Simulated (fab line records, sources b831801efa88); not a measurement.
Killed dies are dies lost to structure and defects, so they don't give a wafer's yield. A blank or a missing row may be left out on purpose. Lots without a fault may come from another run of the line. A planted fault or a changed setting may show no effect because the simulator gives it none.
fab line records | flow sky130
record lots=12 wafers=36 last_day=50
route steps=708 shown SD_N@354 LI_CONTACT@374 LOCAL_INTERCONNECT@388
lots that met no fault: from a run of the same line without faults
start_h: hours from the record's first day to the start of the lot's first wafer shown | wait_h: hours since the lot's step before | " the same as in the row above | L1.1+2: a row that stands for several wafers | - no value, or no start given | * or withheld: withheld | < > ~ a bound
route shown NAME@n: a module of which the file shows steps, and the number in the route of the first | usual: mean/standard deviation of fault-free wafers | same: alike in all rows | chamber/n: place in a boat | sites: the reading at each site | _std_site: their standard deviation | _edge_site: outer sites' mean less inner sites' | radius_mm: how far each site lies from the wafer's centre | mask NAME#n: copy n | behind: the tool/chamber that last shaped the wafer | hold: why the lot was held/for how many hours/how that ended | device: the transistor (n, p or np) that didn't switch | end of line: the same wafers' tests at the end of the route | a step without rows: its recipe alone | killed: dies lost to structure and defects at the first sort, not the wafer's yield | map: a wafer's dies, x killed, . not, _ none there
set.NAME: the setting as run; set.NAME@STEP: as run at that earlier step | model.NAME: the simulator's own value behind a step, which no gauge read
steps of the route over a sample of lots; a table a step, a row a wafer
services: from which hour (start_h, from the record's first day; less than 0 if before it) a tool's chamber was out of use, for how many hours, and why
## steps
# step SKY_SD_N_TW_MEAS_12
# usual SD_N_TW=4016/16
# columns lot.wafer tool chamber start_h wait_h SD_N_TW
L625.1 film_metro-04 - 672.57 0.1 3996
L625.4 " - " " 4012
L625.5 " - " " 4008
L626.1 film_metro-02 - 677.82 0.1 4014
L626.4 " - " " 4019
L626.5 " - " " 4019
L627.1 film_metro-04 - 681.90 0.1 4019
L627.4 " - " " 4039
L627.6 " - " " 4019
L628.1 film_metro-03 - 688.10 0.1 4017
L628.5 " - " " 4011
L628.6 " - " " 4034
L630.1 film_metro-02 - 711.60 0.1 3997
L630.2 " - " " 4021
L630.6 " - " " 4003
L631.2 film_metro-03 - 714.20 0.1 4017
L631.5 " - " " 4008
L631.6 " - " " 3998
L633.1 film_metro-04 - 726.82 0.1 3973
L633.3 " - " " 4009
L633.4 " - " " 4014
L635.2 film_metro-04 - 742.00 0.1 4005
L635.3 " - " " 4007
L635.6 " - " " 4004
L639.1 film_metro-02 - 779.69 0.1 3988
L639.4 " - " " 3978
L639.6 " - " " 3992
L640.3 film_metro-03 - 787.31 0.1 4029
L640.5 " - " " 4020
L640.6 " - " " 4027
L641.2 film_metro-04 - 805.30 0.1 4014
L641.3 " - " " 4015
L641.6 " - " " 4001
L642.1 film_metro-03 - 805.59 0.1 3973
L642.2 " - " " 3984
L642.3 " - " " 3994
# step SKY_LI_CONTACT_CD_MEAS_12
# recipe target_cd_nm=170
# usual cd_nm=169.8/1.4
# columns lot.wafer tool chamber start_h wait_h cd_nm
L625.1 cd_sem-02 - 701.85 - 171.2
L625.4 " - " " 169.1
L625.5 " - " " 170.0
L626.1 cd_sem-02 - 706.17 - 171.9
L626.4 " - " " 171.4
L626.5 " - " " 173.4
L627.1 cd_sem-02 - 710.92 - 171.4
L627.4 " - " " 171.2
L627.6 " - " " 170.8
L628.1 cd_sem-02 - 717.29 - 168.7
L628.5 " - " " 169.8
L628.6 " - " " 168.8
L630.1 cd_sem-01 - 741.15 - 169.8
L630.2 " - " " 168.5
L630.6 " - " " 168.2
L631.2 cd_sem-01 - 743.32 - 168.5
L631.5 " - " " 169.7
L631.6 " - " " 170.7
L633.1 cd_sem-01 - 756.10 - 170.4
L633.3 " - " " 172.0
L633.4 " - " " 171.0
L635.2 cd_sem-02 - 770.39 - 168.6
L635.3 " - " " 168.0
L635.6 " - " " 167.7
L639.1 cd_sem-01 - 807.52 - 172.4
L639.4 " - " " 171.4
L639.6 " - " " 171.2
L640.3 cd_sem-01 - 815.71 - 169.3
L640.5 " - " " 169.4
L640.6 " - " " 168.8
L641.2 cd_sem-01 - 833.56 - 169.8
L641.3 " - " " 168.1
L641.6 " - " " 169.1
L642.1 cd_sem-02 - 834.32 - 171.0
L642.2 " - " " 173.0
L642.3 " - " " 171.8
# step SKY_LI_CONTACT_CVD_21
# recipe material=W target_thk_nm=400 time_s=120.56 temp_c=400 pressure_torr=40
# usual heater_power_w=821/34
# columns lot.wafer tool chamber start_h wait_h heater_power_w
L625.1 cvd_w-01 1 702.56 0.0 869
L625.4 " 1 " " 848
L625.5 " 0 " " 815
L626.1 cvd_w-01 0 706.89 0.0 815
L626.4 " 0 " " 811
L626.5 " 0 " " 806
L627.1 cvd_w-02 1 711.64 0.0 756
L627.4 " 1 " " 765
L627.6 " 1 " " 746
L628.1 cvd_w-01 1 718.00 0.0 855
L628.5 " 0 " " 819
L628.6 " 1 " " 830
L630.1 cvd_w-01 1 741.88 0.0 844
L630.2 " 0 " " 807
L630.6 " 1 " " 851
L631.2 cvd_w-01 1 744.01 0.0 838
L631.5 " 1 " " 853
L631.6 " 0 " " 828
L633.1 cvd_w-02 0 756.83 0.0 789
L633.3 " 0 " " 809
L633.4 " 1 " " 762
L635.2 cvd_w-01 0 771.30 0.0 793
L635.3 " 1 " " 830
L635.6 " 1 " " 851
L639.1 cvd_w-02 1 808.24 0.0 754
L639.4 " 0 " " 808
L639.6 " 0 " " 808
L640.3 cvd_w-01 1 816.43 0.1 859
L640.5 " 0 " " 807
L640.6 " 1 " " 834
L641.2 cvd_w-01 0 834.25 0.0 812
L641.3 " 0 " " 804
L641.6 " 1 " " 858
L642.1 cvd_w-01 0 835.04 0.0 828
L642.2 " 1 " " 860
L642.3 " 0 " " 785
# step SKY_LI_CONTACT_RS_MEAS_22
# recipe thk_meas_gauge=four-point-probe reads=W_of_LI_CONTACT_CVD_21+TiN_of_LI_CONTACT_SPUTTER_20+Ti_of_LI_CONTACT_SPUTTER_19
# usual LI_CONTACT_W_RS=0.285/0.0062
# columns lot.wafer tool chamber start_h wait_h LI_CONTACT_W_RS[ohm/sq]
L625.1 film_metro-04 - 702.69 0.1 0.286
L625.4 " - " " 0.281
L625.5 " - " " 0.291
L626.1 film_metro-03 - 707.01 0.1 0.288
L626.4 " - " " 0.289
L626.5 " - " " 0.289
L627.1 film_metro-03 - 711.76 0.1 0.276
L627.4 " - " " 0.276
L627.6 " - " " 0.275
L628.1 film_metro-02 - 718.13 0.1 0.287
L628.5 " - " " 0.288
L628.6 " - " " 0.285
L630.1 film_metro-02 - 742.00 0.1 0.288
L630.2 " - " " 0.294
L630.6 " - " " 0.289
L631.2 film_metro-04 - 744.16 0.1 0.282
L631.5 " - " " 0.279
L631.6 " - " " 0.287
L633.1 film_metro-02 - 756.95 0.1 0.283
L633.3 " - " " 0.285
L633.4 " - " " 0.270
L635.2 film_metro-04 - 771.44 0.1 0.293
L635.3 " - " " 0.288
L635.6 " - " " 0.289
L639.1 film_metro-03 - 808.36 0.1 0.273
L639.4 " - " " 0.289
L639.6 " - " " 0.288
L640.3 film_metro-03 - 816.55 0.1 0.597
L640.5 " - " " 0.614
L640.6 " - " " 0.590
L641.2 film_metro-04 - 834.40 0.1 0.627
L641.3 " - " " 0.623
L641.6 " - " " 0.594
L642.1 film_metro-03 - 835.16 0.1 0.606
L642.2 " - " " 0.579
L642.3 " - " " 0.585
# step SKY_LI_CONTACT_THK_MEAS_23
# recipe thk_meas_gauge=xrf reads=W_of_LI_CONTACT_CVD_21
# usual LI_CONTACT_W_THK=387/9.5
# columns lot.wafer tool chamber start_h wait_h LI_CONTACT_W_THK[nm]
L625.1 film_metro-04 - 702.81 0.1 393
L625.4 " - " " 399
L625.5 " - " " 385
L626.1 film_metro-03 - 707.13 0.1 384
L626.4 " - " " 381
L626.5 " - " " 382
L627.1 film_metro-03 - 711.88 0.1 402
L627.4 " - " " 400
L627.6 " - " " 402
L628.1 film_metro-02 - 718.25 0.1 391
L628.5 " - " " 390
L628.6 " - " " 393
L630.1 film_metro-02 - 742.12 0.1 391
L630.2 " - " " 379
L630.6 " - " " 385
L631.2 film_metro-04 - 744.27 0.1 397
L631.5 " - " " 401
L631.6 " - " " 391
L633.1 film_metro-02 - 757.07 0.1 387
L633.3 " - " " 382
L633.4 " - " " 406
L635.2 film_metro-04 - 771.55 0.1 383
L635.3 " - " " 391
L635.6 " - " " 388
L639.1 film_metro-03 - 808.48 0.1 404
L639.4 " - " " 380
L639.6 " - " " 382
L640.3 film_metro-03 - 816.65 0.1 187
L640.5 " - " " 181
L640.6 " - " " 189
L641.2 film_metro-04 - 834.51 0.1 181
L641.3 " - " " 180
L641.6 " - " " 190
L642.1 film_metro-03 - 835.28 0.1 184
L642.2 " - " " 193
L642.3 " - " " 189
# step SKY_LI_CONTACT_CMP_24
# recipe stop_on=PSG t_overpolish_s=20 down_force_psi=3.5 platen_rpm=60 target_thk_nm=0 pad_velocity_m_s=0.94248
# usual motor_current_A=11.9/1.5 time_to_endpoint_s=96/4.5
# columns lot.wafer tool chamber start_h wait_h motor_current_A time_to_endpoint_s
L625.1 cmp-02 1 702.92 0.1 11.7 92
L625.4 " 2 " " 12.1 94
L625.5 " 1 " " 11.3 87
L626.1 cmp-01 0 707.29 0.1 11.8 99
L626.4 " 1 " " 11.4 98
L626.5 " 3 " " 13.9 96
L627.4 cmp-02 3 711.99 0.1 10.2 101
L627.1 " 1 " " 11.7 97
L627.6 " 3 " " 10.4 96
L628.1 cmp-01 1 718.41 0.1 11.1 99
L628.6 " 3 " " 14.1 96
L628.5 " 0 " " 12.1 101
L630.2 cmp-02 0 742.23 0.1 9.3 91
L630.1 " 1 " " 12.3 90
L630.6 " 3 " " 10.6 95
L631.2 cmp-02 1 744.44 0.2 11.2 95
L631.5 " 3 " " 10.2 96
L631.6 " 0 " " 10.0 98
L633.1 cmp-01 1 757.13 0.1 11.7 100
L633.4 " 2 " " 12.5 100
L633.3 " 3 " " 14.9 99
L635.2 cmp-01 1 771.60 0.0 11.1 93
L635.3 " 0 " " 11.9 98
L635.6 " 1 " " 11.1 93
L639.4 cmp-02 2 808.54 0.0 12.6 88
L639.1 " 0 " " 9.5 101
L639.6 " 2 " " 12.5 89
L640.3 cmp-01 0 816.74 0.1 12.8 49
L640.5 " 3 " " 15.2 46
L640.6 " 0 " " 11.7 47
L641.2 cmp-01 2 834.56 0.0 12.2 44
L641.3 " 3 " " 14.9 45
L641.6 " 2 " " 12.6 46
L642.1 cmp-02 2 835.34 0.1 12.2 43
L642.3 " 3 " " 10.5 47
L642.2 " 1 " " 11.6 45
# step SKY_LOCAL_INTERCONNECT_RS_MEAS_01
# recipe thk_meas_gauge=four-point-probe reads=TiN_of_LOCAL_INTERCONNECT_SPUTTER_00
# usual LOCAL_INTERCONNECT_TIN_RS=14.11/0.14
# columns lot.wafer tool chamber start_h wait_h LOCAL_INTERCONNECT_TIN_RS[ohm/sq]
L625.1 film_metro-04 - 703.23 0.0 14.02
L625.4 " - " " 14.13
L625.5 " - " " 13.91
L626.1 film_metro-04 - 707.56 0.0 14.21
L626.4 " - " " 14.28
L626.5 " - " " 14.05
L627.1 film_metro-01 - 712.31 0.0 13.87
L627.4 " - " " 14.01
L627.6 " - " " 13.93
L628.1 film_metro-04 - 718.67 0.0 14.18
L628.5 " - " " 14.13
L628.6 " - " " 14.23
L630.1 film_metro-02 - 742.55 0.0 14.23
L630.2 " - " " 13.89
L630.6 " - " " 13.92
L631.2 film_metro-04 - 744.72 0.1 14.33
L631.5 " - " " 14.25
L631.6 " - " " 14.02
L633.1 film_metro-04 - 757.50 0.0 14.09
L633.3 " - " " 14.23
L633.4 " - " " 14.18
L635.2 film_metro-01 - 771.98 0.1 14.05
L635.3 " - " " 14.04
L635.6 " - " " 13.96
L639.1 film_metro-04 - 808.91 0.0 13.98
L639.4 " - " " 14.07
L639.6 " - " " 14.13
L640.3 film_metro-02 - 817.10 0.1 14.01
L640.5 " - " " 13.97
L640.6 " - " " 14.32
L641.2 film_metro-01 - 834.94 0.1 13.83
L641.3 " - " " 14.08
L641.6 " - " " 14.06
L642.1 film_metro-02 - 835.71 0.0 14.09
L642.2 " - " " 14.26
L642.3 " - " " 14.08
## services
# columns tool chamber start_h hours kind
cmp-01 - 694.18 1.5 repair
cvd_w-02 0 698.44 1.8 repair
cmp-01 - 744.11 4.0 pm
cmp-01 - 748.11 - consumable_replace:conditioner
cmp-01 - 748.11 - consumable_replace:pad
cmp-01 - 765.85 0.3 repair
cmp-01 - 807.95 2.5 repair
cvd_w-02 - 810.75 6.9 pm
## key
first_sign step=SKY_LI_CONTACT_RS_MEAS_22 reading=LI_CONTACT_W_RS direction=up sigmas=51 usual=0.285 struck=0.602
effect step=SKY_LI_CONTACT_THK_MEAS_23 reading=LI_CONTACT_W_THK direction=down sigmas=21 usual=387 struck=186
effect step=SKY_LI_CONTACT_CMP_24 reading=time_to_endpoint_s direction=down sigmas=11 usual=* struck=*
met_at SKY_LI_CONTACT_CVD_21
struck_lots L640,L641,L642
tester_left_out L640,L641,L642
not_acting_at SKY_SD_N_TW_MEAS_12,SKY_LI_CONTACT_CD_MEAS_12,SKY_LOCAL_INTERCONNECT_RS_MEAS_01
onset_between 771.30 816.43
also_fits time
fault kind=process_parameter_drift tool=cvd_w-01 chamber=- onset_h=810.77 steps=SKY_LI_CONTACT_CVD_21 channel=target_thk_nm offset=-205.85 shape=step end_h=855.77 acts_in=these_recipes_only stated=400
# tester_left_out: of these lots the tester's yield and bins aren't shown, on N5 and GAA mostly nor the transistor test; their killed dies are dies lost to structure and defects alone, not to doping, threshold or leakage, so they don't give the yield
